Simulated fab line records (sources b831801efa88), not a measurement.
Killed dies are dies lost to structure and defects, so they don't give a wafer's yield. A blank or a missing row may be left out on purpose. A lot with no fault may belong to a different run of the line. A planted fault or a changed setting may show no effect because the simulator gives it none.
The tool behind it: which one? || flow sky130 || 18 wafers from 6 lots sampled at 2 of the route's 708 steps

WHAT THE GAUGES READ, wafer by wafer
SKY_LI_CONTACT_CD_MEAS_12: target cd 170 nm.
{"lot": "L785", "measured": "day 29 19:26", "on": "cd_sem-02", "cd_nm (nm)": "168.6 170.2 168.3"}
{"lot": "L789", "measured": "day 31 10:31", "on": "cd_sem-02", "cd_nm (nm)": "170.4 168.6 169.6"}
{"lot": "L792", "measured": "day 32 08:18", "on": "cd_sem-01", "cd_nm (nm)": "169.7 169.6 168.4"}
{"lot": "L794", "measured": "day 32 22:40", "on": "cd_sem-02", "cd_nm (nm)": "171.3 170.7 171.4"}
{"lot": "L798", "measured": "day 34 21:03", "on": "cd_sem-01", "cd_nm (nm)": "170.6 170.7 169.4"}
{"lot": "L804", "measured": "day 36 20:16", "on": "cd_sem-02", "cd_nm (nm)": "170.5 172.0 170.6"}

TOOL THAT RAN EACH LOT (tool first, then ch and the chambers of the sampled wafers, then the start)
{"lot": "L785", "SKY_LDD_N_EXPOSE_04": "iline_stepper-02 ch 0, day 17 21:59"}
{"lot": "L789", "SKY_LDD_N_EXPOSE_04": "iline_stepper-02 ch 0, day 19 19:27"}
{"lot": "L792", "SKY_LDD_N_EXPOSE_04": "iline_stepper-02 ch 0, day 20 19:15"}
{"lot": "L794", "SKY_LDD_N_EXPOSE_04": "iline_stepper-02 ch 0, day 21 10:24"}
{"lot": "L798", "SKY_LDD_N_EXPOSE_04": "iline_stepper-01 ch 0, day 23 08:48"}
{"lot": "L804", "SKY_LDD_N_EXPOSE_04": "iline_stepper-02 ch 0, day 25 20:01"}
- SKY_LDD_N_EXPOSE_04: exposes mask NTM, target cd 840 nm.

THE ANSWER, worked out from the rows above alone
Rule: usual is defined by the lots themselves. The widest of any qualifying gaps counts: lots, ordered by their means at a reading, are off when they make up no more than a third of the lots, leave a main group of 4 or more, and stand apart from it by 3 or more times the standard deviation of that group's means. A main group is skipped when, at the precision printed for the reading in the tables above, its means are all equal. Also off: a lot with no number at a reading for which 4 or more lots have one. The other lots that the step has rows for count as sound.
None of the lots is off at any reading shown; this tells nothing.

WHAT HAD BEEN PUT IN BY THE SIMULATOR
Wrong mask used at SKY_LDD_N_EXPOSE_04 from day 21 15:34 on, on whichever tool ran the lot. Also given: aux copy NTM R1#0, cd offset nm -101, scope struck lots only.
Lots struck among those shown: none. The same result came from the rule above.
